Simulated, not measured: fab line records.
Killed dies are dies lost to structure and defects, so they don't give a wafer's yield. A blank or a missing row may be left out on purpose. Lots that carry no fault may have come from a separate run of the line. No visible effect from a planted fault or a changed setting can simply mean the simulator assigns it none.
Which of the tools did it? | flow gf180mcu | 11 lots with 33 wafers sampled at 2 steps, on a route of 602 steps

## WHAT THE GAUGES READ, wafer by wafer
GF_M1_CD_MEAS_14 targets a cd of 230 nm.
lot  | measured     | on        | cd nm (nm)
L253 | day 17 16:37 | cd sem-02 | 229.5 229.7 230.3
L254 | day 17 21:50 | cd sem-02 | 229.7 229.2 229.2
L255 | day 18 19:43 | cd sem-01 | 229.2 230.4 231.0
L256 | day 19 00:10 | cd sem-01 | 229.7 230.0 229.5
L258 | day 19 13:50 | cd sem-01 | 230.1 229.4 229.5
L257 | day 19 17:45 | cd sem-01 | 231.8 230.8 230.8
L259 | day 19 21:17 | cd sem-01 | 230.6 231.0 230.4
L262 | day 21 00:47 | cd sem-02 | 230.1 230.2 230.2
L267 | day 22 20:38 | cd sem-01 | 249.5 250.3 248.4
L268 | day 23 07:28 | cd sem-02 | 250.3 250.3 251.3
L274 | day 25 03:53 | cd sem-02 | 228.7 229.5 229.4

## WHAT TOOL EACH LOT RAN ON (gives the tool, then ch and the chambers of the sampled wafers, and finally the start)
lot  | GF_M1_EXPOSE_11
L253 | krf scanner-02 ch 0, day 17 05:00
L254 | krf scanner-02 ch 0, day 17 10:02
L255 | krf scanner-01 ch 0, day 18 07:49
L256 | krf scanner-01 ch 0, day 18 11:58
L258 | krf scanner-01 ch 0, day 19 01:38
L257 | krf scanner-01 ch 0, day 19 05:21
L259 | krf scanner-02 ch 0, day 19 09:04
L262 | krf scanner-01 ch 0, day 20 12:14
L267 | krf scanner-02 ch 0, day 22 08:44
L268 | krf scanner-02 ch 0, day 22 20:19
L274 | krf scanner-01 ch 0, day 24 16:39
- GF_M1_EXPOSE_11: exposes mask Metal1, target cd 230 nm.

## THE ANSWER, worked out from the rows above alone
Rule: usual is defined by the lots themselves. Put in order of their means at a reading, lots are off if they are a third of the lots or fewer, leave a main group of 4 or more, and stand apart from it by a gap of 3 or more times the standard deviation of the main group's means; of several such gaps the widest counts. If all means in a main group match to the digits the tables above print for the reading, that group is not used. A lot without any number at a reading at which 4 lots or more have one is off too. All remaining lots with rows at the step are treated as sound.
Off at GF_M1_CD_MEAS_14 (cd nm): L267, L268. For the main group the mean is 230.0 nm and the standard deviation 0.58.
If a tool, at a process step before that reading, ran all the lots that are off and no sound lot after the first of them, it fits. Gauges at GF_M1_CD_MEAS_14: tried the same way as those tools. One fits: krf scanner-02 at GF_M1_EXPOSE_11. Its last sound lot is L259 (day 19 09:04), its first lot that is off L267 (day 22 08:44): a fault that began between those two fits.

## WHAT THE SIMULATOR HAD INSERTED
Drift in process parameters on krf scanner-02 at GF_M1_EXPOSE_11, starting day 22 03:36. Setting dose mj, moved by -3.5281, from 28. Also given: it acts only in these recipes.
Shown lots that were struck: L267, L268. The rule above reached the same finding.
